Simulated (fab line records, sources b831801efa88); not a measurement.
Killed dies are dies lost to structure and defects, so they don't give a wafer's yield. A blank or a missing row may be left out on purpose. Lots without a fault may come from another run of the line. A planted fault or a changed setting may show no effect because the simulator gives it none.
Which tool did it? | flow gf180mcu | 13 lots, 39 wafers sampled, at 5 steps of a route of 602

WHAT THE GAUGES READ, wafer by wafer
GF_DNWELL_TW_MEAS_09. Usual: DNWELL_TW 1349, standard deviation 5.7.
lot  | measured    | on            | DNWELL_TW      | flag
L169 | day 2 17:53 | film_metro-02 | 1350 1344 1358 |
L170 | day 3 00:23 | film_metro-03 | 1356 1347 1343 |
L171 | day 3 05:32 | film_metro-03 | 1347 1345 1348 |
L173 | day 3 20:33 | film_metro-03 | 1359 1352 1352 |
L174 | day 4 02:01 | film_metro-01 | 1347 1348 1345 |
L175 | day 4 03:38 | film_metro-03 | 1348 1353 1339 |
L176 | day 4 09:26 | film_metro-02 | 1355 1356 1347 |
L177 | day 4 16:08 | film_metro-03 | 1350 1357 1363 |
L179 | day 5 00:56 | film_metro-02 | 1345 1345 1347 |
L180 | day 5 07:47 | film_metro-02 | 1351 1351 1352 |
L187 | day 6 17:17 | film_metro-03 | 1351 1354 1353 |
L188 | day 6 22:05 | film_metro-02 | 1346 1350 1345 |
L190 | day 7 09:11 | film_metro-02 | 1352 1341 1352 |

GF_LVPWELL_OVL_MEAS_07. Usual: LVPWELL_OVL -0.6 nm, standard deviation 1.5.
lot  | measured    | on         | LVPWELL_OVL (nm) | flag
L169 | day 3 19:59 | overlay-01 | -2.8 -2.1 -2.8   |
L170 | day 4 02:14 | overlay-02 | -0.4 0.3 0.0     |
L171 | day 4 06:31 | overlay-01 | -0.8 -0.8 -1.2   |
L173 | day 5 00:37 | overlay-02 | -2.3 -2.3 -2.4   |
L174 | day 5 05:26 | overlay-02 | 1.2 0.4 -0.4     |
L175 | day 5 08:32 | overlay-02 | -1.4 -1.0 -3.6   |
L176 | day 5 13:57 | overlay-02 | 2.3 0.7 0.5      |
L177 | day 5 20:54 | overlay-01 | -2.4 -1.0 0.5    |
L179 | day 6 06:56 | overlay-01 | -4.8 -3.0 -0.1   |
L180 | day 6 13:12 | overlay-02 | 1.0 -0.5 0.5     |
L187 | day 8 00:14 | overlay-02 | -0.9 1.2 -1.4    |
L188 | day 8 05:38 | overlay-01 | -0.7 1.0 1.5     |
L190 | day 8 18:02 | overlay-01 | 1.4 1.8 3.5      |

GF_VT_IMPLANT_RS_MEAS_48: measures by four-point-probe. Usual: LVPWELL_RS 1195 ohm/sq, standard deviation 3.3.
lot  | measured     | on            | LVPWELL_RS (ohm/sq) | flag
L169 | day 7 14:02  | film_metro-01 | 1199 1200 1199      |
L170 | day 7 19:54  | film_metro-02 | 1198 1197 1195      |
L171 | day 8 01:38  | film_metro-02 | 1190 1193 1192      |
L173 | day 9 00:53  | film_metro-01 | 1199 1200 1197      |
L174 | day 9 03:40  | film_metro-02 | 1199 1199 1198      |
L175 | day 9 10:03  | film_metro-02 | 1193 1194 1192      |
L176 | day 9 14:53  | film_metro-04 | 1198 1198 1199      |
L177 | day 9 23:45  | film_metro-02 | 1200 1199 1199      |
L179 | day 10 12:29 | film_metro-01 | 1193 1194 1194      |
L180 | day 10 18:21 | film_metro-02 | 1197 1198 1196      |
L187 | day 12 13:13 | film_metro-01 | 1223 1227 1228      | OFF
L188 | day 12 19:20 | film_metro-02 | 1235 1232 1238      | OFF
L190 | day 13 09:22 | film_metro-02 | 1201 1195 1195      |

WHICH TOOL RAN EACH LOT (tool, then ch and the chambers of the sampled wafers, then the start)
lot  | GF_DNWELL_STRIP_08                  | GF_LVPWELL_IMPLANT_09
L169 | plasma_asher-02 ch 0,1, day 2 17:47 | implanter-04 ch 0, day 3 20:10
L170 | plasma_asher-02 ch 0,1, day 3 00:17 | implanter-02 ch 0, day 4 02:25
L171 | plasma_asher-04 ch 0,1, day 3 05:26 | implanter-04 ch 0, day 4 06:44
L173 | plasma_asher-04 ch 0,1, day 3 20:27 | implanter-04 ch 0, day 5 00:52
L174 | plasma_asher-04 ch 1, day 4 01:55   | implanter-04 ch 0, day 5 05:37
L175 | plasma_asher-03 ch 0,1, day 4 03:31 | implanter-04 ch 0, day 5 08:44
L176 | plasma_asher-03 ch 0,1, day 4 09:20 | implanter-02 ch 0, day 5 14:10
L177 | plasma_asher-02 ch 0,1, day 4 16:02 | implanter-02 ch 0, day 5 21:05
L179 | plasma_asher-02 ch 0,1, day 5 00:50 | implanter-01 ch 0, day 6 07:08
L180 | plasma_asher-02 ch 0,1, day 5 07:41 | implanter-02 ch 0, day 6 13:23
L187 | plasma_asher-02 ch 0,1, day 6 17:12 | implanter-02 ch 0, day 8 00:28
L188 | plasma_asher-03 ch 0,1, day 6 21:59 | implanter-02 ch 0, day 8 05:50
L190 | plasma_asher-02 ch 0,1, day 7 09:05 | implanter-01 ch 0, day 8 18:13
- GF_DNWELL_STRIP_08: strips in O2/N2.
- GF_LVPWELL_IMPLANT_09

WHAT THE TOOLS THEMSELVES READ (means of the sampled wafers that have a number; where no wafer has one, the mark that the record gives instead)
GF_DNWELL_STRIP_08. Usual: drypump_motor_current_A 5.7 A, standard deviation 0.43; heater_power_w 360 W, standard deviation 21; o2_flow_sccm 3000 sccm, standard deviation 9.2; oes_product_au 0.722 a.u., standard deviation 0.0045; strip_time_to_endpoint_s 36.91 s, standard deviation 0.09.
lot  | tool            | drypump_motor_current_A (A) | heater_power_w (W) | o2_flow_sccm (sccm) | oes_product_au (a.u.) | strip_time_to_endpoint_s (s) | flag
L169 | plasma_asher-02 | 5.3                         | 363                | 3004                | 0.726                 | 36.87                        |
L170 | plasma_asher-02 | 5.3                         | 363                | 3003                | 0.721                 | 36.96                        |
L171 | plasma_asher-04 | 6.2                         | 375                | 3001                | 0.722                 | 36.90                        |
L173 | plasma_asher-04 | 5.8                         | 371                | 2994                | 0.723                 | 36.91                        |
L174 | plasma_asher-04 | 5.5                         | 354                | 3004                | 0.722                 | 37.01                        |
L175 | plasma_asher-03 | 5.6                         | 344                | 3002                | 0.723                 | 36.93                        |
L176 | plasma_asher-03 | 5.5                         | 366                | 2989                | 0.723                 | 36.84                        |
L177 | plasma_asher-02 | 5.3                         | 366                | 3000                | 0.725                 | 36.78                        |
L179 | plasma_asher-02 | 5.3                         | 361                | 2982                | 0.721                 | 36.83                        |
L180 | plasma_asher-02 | 5.5                         | 361                | 3002                | 0.725                 | 36.93                        |
L187 | plasma_asher-02 | 5.5                         | 365                | 3009                | 0.723                 | 36.94                        |
L188 | plasma_asher-03 | 5.6                         | 342                | 2998                | 0.718                 | 37.04                        |
L190 | plasma_asher-02 | 5.3                         | 357                | 3006                | 0.719                 | 37.04                        |

GF_LVPWELL_IMPLANT_09. Usual: end_station_pressure_torr 5.02e-06 Torr, standard deviation 2.6e-07.
lot  | tool         | end_station_pressure_torr (Torr) | flag
L169 | implanter-04 | 5.01e-06                         |
L170 | implanter-02 | 4.99e-06                         |
L171 | implanter-04 | 4.97e-06                         |
L173 | implanter-04 | 4.96e-06                         |
L174 | implanter-04 | 4.77e-06                         |
L175 | implanter-04 | 5.01e-06                         |
L176 | implanter-02 | 5.23e-06                         |
L177 | implanter-02 | 4.85e-06                         |
L179 | implanter-01 | 4.95e-06                         |
L180 | implanter-02 | 5.05e-06                         |
L187 | implanter-02 | 4.96e-06                         |
L188 | implanter-02 | 4.75e-06                         |
L190 | implanter-01 | 5.21e-06                         |

THE ANSWER, worked out from the rows above alone
Rule: a lot is off if the mean of its wafers that have a number lies more than 3 standard deviations from the usual mean. A lot without any number at a reading at which 4 lots or more have one is off too. The other lots that the step has rows for count as sound. The gauges are gone through in route order, then the tools' own readings, and for those a lot's mean is taken as printed above. The first step at which some lot is off is used, and at that step the reading that is off furthest; a lot without a number counts as furthest.
Off: L187, L188, at GF_VT_IMPLANT_RS_MEAS_48 (LVPWELL_RS).
A tool fits if, at a process step before that reading, it ran every lot that is off, and no sound lot after the first of them. The gauges at GF_VT_IMPLANT_RS_MEAS_48 are tried like those tools. One fits: implanter-02 at GF_LVPWELL_IMPLANT_09. Its last sound lot is L180 (day 6 13:23), its first lot that is off L187 (day 8 00:28): a fault that began between those two fits.

WHAT THE SIMULATOR HAD PUT IN
Process parameter drift: implanter-02, from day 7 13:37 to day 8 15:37, at GF_LVPWELL_IMPLANT_09. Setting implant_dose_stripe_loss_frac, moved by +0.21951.
Lots struck among those shown: L187, L188. The rule above found the same.
